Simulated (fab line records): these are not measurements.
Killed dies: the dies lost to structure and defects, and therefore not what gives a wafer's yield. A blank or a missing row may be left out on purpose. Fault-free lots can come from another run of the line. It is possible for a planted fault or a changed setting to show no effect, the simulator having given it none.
Struck lot and sound lot, side by side	flow sfqLine	25 steps out of a route of 325
Sound: the wafers L531.2, L531.3, L531.5. Struck: wafer L535.6 (L535.3, L535.5, from the same lot, were not struck and are left out); the cause is given at the end.
Each step with rows lists, per side, the tool, then ch with its chambers, then its first start. Under that, the readings that differ: sound wafers	struck wafers	difference of the means	sigmas: that difference in standard deviations of wafers without a fault.
alike: same words and numbers on both sides, and readings whose means sit less than 2 such deviations apart. not compared: any withheld reading, any reading some wafer has no value for, any bound like >300 that may hide the same value, and any number with overlapping values for which the record gives no deviation.
Wherever a step has rows on one side only, a row that says differs or no value, or a row with sigmas, the two part there. Numbers that have no deviation but don't overlap get no sigmas and don't part them. A reading that every wafer of one side lacks parts them only if that side has two wafers or more.

first, 3 steps without rows for these wafers: SFQ_TRILAYER_I4_VIA_LITHO_EXPOSE_104 (exposes mask I4, target cd 700 nm); SFQ_TRILAYER_I4_VIA_LITHO_PEB_106 (peb time 60 s); SFQ_TRILAYER_I4_VIA_LITHO_DEVELOP_105 (time 60 s).
SFQ_I4_OVL_MEAS_928:
  sound on overlay-01 at day 43 10:23; struck on overlay-01 at day 51 06:45
  alike: I4_OVL
SFQ_TRILAYER_I4_VIA_BARC_OPEN_VIA_ETCH_146: etches BARC in O2, target depth 125 nm, time 41.7 s.
  sound on rieDiel-03 ch 0,2,3, day 43 10:25; struck on rieDiel-02 ch 2, day 51 06:46
  alike: drypumpMotorCurrentA, oesProductAu
  not compared: rfHoursCounterH
then, 1 step without rows for these wafers: SFQ_TRILAYER_I4_VIA_ETCH_VIA_ETCH_106 (etches SiO2 in CHF3, stops on Nb, target depth 260 nm).
SFQ_TRILAYER_I4_VIA_STRIP_STRIP_107: strips in O2.
  sound on rieMetal-02 ch 0,1, day 43 10:34; struck on rieMetal-04 ch 1, day 51 07:07
  alike: drypumpMotorCurrentA, oesProductAu
  not compared: rfHoursCounterH
then, 2 steps without rows for these wafers: SFQ_TRILAYER_I4_VIA_STRIP_SOLV_CLEAN_108 (cleans in NMP, time 600 s); SFQ_TRILAYER_JJ_TRILAYER_DEP_PRE_CLEAN_113 (time 22.5 s).
SFQ_TRILAYER_JJ_TRILAYER_DEP_SPUTTER_109: material Nb, target thk 150 nm, time 100 s.
  sound on pvdSputter-05 at day 43 11:23; struck on pvdSputter-06 at day 51 07:44
  alike: throttleValvePct
then, 2 steps without rows for these wafers: SFQ_TRILAYER_JJ_TRILAYER_DEP_SPUTTER_110 (material Al, target thk 8 nm, time 10 s); SFQ_TRILAYER_JJ_TRILAYER_DEP_AL_OXIDATION_111 (oxidation time 600 s).
SFQ_TRILAYER_JJ_TRILAYER_DEP_SPUTTER_112: material Nb, target thk 170 nm, time 113.3 s.
  sound on pvdSputter-05 at day 43 12:28; struck on pvdSputter-06 at day 51 08:49
  alike: throttleValvePct
SFQ_JJ_RS_MEAS_929: measures by four-point-probe.
  sound on filmMetro-02 at day 43 12:34; struck on filmMetro-02 at day 51 08:56
reading	sound	struck	difference	sigmas
JJ_NB_RS (ohm/sq)	1.042 1.021 1.037	1.504	+0.471	+43
then, 6 steps without rows for these wafers: SFQ_TRILAYER_JJ_CE_LITHO_COAT_119 (resist thk 62 nm); SFQ_TRILAYER_JJ_CE_LITHO_COAT_114 (resist thk 600 nm); SFQ_TRILAYER_JJ_CE_LITHO_SOFTBAKE_118; SFQ_TRILAYER_JJ_CE_LITHO_EXPOSE_115 (exposes mask J5, target cd 700 nm); SFQ_TRILAYER_JJ_CE_LITHO_PEB_117 (peb time 60 s); SFQ_TRILAYER_JJ_CE_LITHO_DEVELOP_116 (time 60 s).
SFQ_JJ_OVL_MEAS_931:
  sound on overlay-02 at day 43 14:59; struck on overlay-01 at day 51 13:07
reading	sound	struck	difference	sigmas
J5_OVL (nm)	10 2 2	-13	-18	-3
SFQ_TRILAYER_JJ_CE_METRO_MEASURE_117:
  sound on cdSem-01 at day 43 15:13; struck on cdSem-01 at day 51 13:32
  alike: cdNm
SFQ_TRILAYER_JJ_CE_BARC_OPEN_RIE_150: chemistry O2, target BARC, target depth 240 nm, time 80 s.
  sound on rieMetal-01 ch 0,1, day 43 16:13; struck on rieMetal-04 ch 0, day 51 14:22
  alike: drypumpMotorCurrentA, oesProductAu
  not compared: rfHoursCounterH
SFQ_TRILAYER_JJ_CE_ETCH_RIE_118: chemistry SF6, target Nb, stops on Al2O3, time 97.7 s, target depth 170 nm.
  sound on rieMetal-01 ch 0,1, day 43 16:19; struck on rieMetal-04 ch 0, day 51 14:28
reading	sound	struck	difference	sigmas
oesProductAu (a.u.)	1.000 0.980 0.994	0.870	-0.121	-17
  alike: drypumpMotorCurrentA
  not compared: rfHoursCounterH
following that, these wafers have no rows for 1 step: SFQ_TRILAYER_JJ_ANODIZE_ANODIZE_119.

WHERE THEY PART
First at SFQ_JJ_RS_MEAS_929; last, within this record, at SFQ_TRILAYER_JJ_CE_ETCH_RIE_118.

WHY: what had been put in by the simulator
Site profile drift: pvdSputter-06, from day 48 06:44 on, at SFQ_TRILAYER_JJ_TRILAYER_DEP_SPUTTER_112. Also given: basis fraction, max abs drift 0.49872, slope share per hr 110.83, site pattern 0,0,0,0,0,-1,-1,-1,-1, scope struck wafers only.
